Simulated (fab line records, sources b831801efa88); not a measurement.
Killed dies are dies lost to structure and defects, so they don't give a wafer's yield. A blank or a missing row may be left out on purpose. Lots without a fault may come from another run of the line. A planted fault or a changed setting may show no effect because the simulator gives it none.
Split-lot experiment | flow sfq_line | 5 lots, 23 wafers read, on a route of 325 steps

THE SPLIT
At SFQ_TRILAYER_M6_LITHO_COAT_164 (resist thk 62 nm), the setting spin_rpm was moved away from the recipe's 3000 rpm on 10 of the 23 wafers read, by -4.4% to +7.0%. The other wafers ran this setting at the recipe's value.

The reading is taken at the split's own step.

THE READING
BARC_of_TRILAYER_M6_LITHO_COAT_164.thk_nm (the simulator's own value, which no gauge read), in nm, at SFQ_TRILAYER_M6_LITHO_COAT_164 (resist thk 62 nm). The file gives no usual value for it. The 13 wafers here that ran the recipe average 62.01 nm, standard deviation 0.14 nm.

wafer  | tool, chamber at the split | spin_rpm as run, rpm | against the recipe | BARC_of_TRILAYER_M6_LITHO_COAT_164.thk_nm, nm | against lot-mates on the recipe
L077.1 | litho_track-04, 0          | 3182                 | +6.1%              | 60.33                                         | -1.85
L077.2 | litho_track-04, 0          | 3000                 | recipe             | 62.1                                          | -
L077.4 | litho_track-04, 0          | 3000                 | recipe             | 62.3                                          | -
L077.5 | litho_track-04, 0          | 3182                 | +6.1%              | 60.27                                         | -1.91
L077.6 | litho_track-04, 0          | 3000                 | recipe             | 62.14                                         | -
L079.1 | litho_track-04, 0          | 3000                 | recipe             | 61.96                                         | -
L079.2 | litho_track-04, 0          | 2896                 | -3.5%              | 62.96                                         | +0.98
L079.3 | litho_track-04, 0          | 3000                 | recipe             | 61.87                                         | -
L079.4 | litho_track-04, 0          | 3000                 | recipe             | 62.12                                         | -
L079.6 | litho_track-04, 0          | 2896                 | -3.5%              | 63                                            | +1.02
L080.1 | litho_track-03, 0          | 3210                 | +7.0%              | 59.79                                         | -2.06
L080.2 | litho_track-03, 0          | 3000                 | recipe             | 61.82                                         | -
L080.3 | litho_track-03, 0          | 3210                 | +7.0%              | 60.04                                         | -1.81
L080.4 | litho_track-03, 0          | 3210                 | +7.0%              | 59.86                                         | -1.99
L080.5 | litho_track-03, 0          | 3000                 | recipe             | 61.88                                         | -
L081.1 | litho_track-03, 0          | 3000                 | recipe             | 62.01                                         | -
L081.4 | litho_track-03, 0          | 3000                 | recipe             | 62.02                                         | -
L081.5 | litho_track-03, 0          | 3000                 | recipe             | 62.16                                         | -
L085.2 | litho_track-02, 0          | 2867                 | -4.4%              | 63.43                                         | +1.53
L085.3 | litho_track-02, 0          | 3000                 | recipe             | 61.92                                         | -
L085.4 | litho_track-02, 0          | 3000                 | recipe             | 61.88                                         | -
L085.5 | litho_track-02, 0          | 2867                 | -4.4%              | 63.56                                         | +1.66
L085.6 | litho_track-02, 0          | 2867                 | -4.4%              | 63.56                                         | +1.66

THE FIT
A straight line over all 23 wafers: BARC_of_TRILAYER_M6_LITHO_COAT_164.thk_nm changes by -0.304 nm for each +1% of spin_rpm; r = -0.99; the points scatter about the line by 0.14 nm.
The same after taking each lot's own level away (the mean of its wafers on the recipe; 23 wafers): -0.306 nm for each +1%; r = -0.99; scatter 0.13 nm.
On that fit, the largest move of spin_rpm shifts the reading by 2.1 nm.
The lots' own levels span 61.850 to 62.180 nm, that is 2.4 times the standard deviation above.
So the lot-to-lot level changes the slope little: the two slopes agree.
Check: with one of the wafers moved furthest among these (+7.0%) left out of the fit, the line predicts -2.1 nm for it against its lot-mates. It came out at -2.06 nm against them.

OTHER SPLITS ON THESE WAFERS
These wafers also went through other splits before the reading. Each is held against what the fit with the lots' levels taken away leaves over:
other split on the same wafers               | wafers away from the commonest value | r with BARC_of_TRILAYER_M6_LITHO_COAT_164.thk_nm (lot level and that fit taken away)
SFQ_TRILAYER_C5_LITHO_COAT_151 resist_thk_nm | 6                                    | -0.07

THE FILE'S OWN FIT
BARC_of_TRILAYER_M6_LITHO_COAT_164.thk_nm changes by -0.304 nm for each +1% of spin_rpm, r = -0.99.
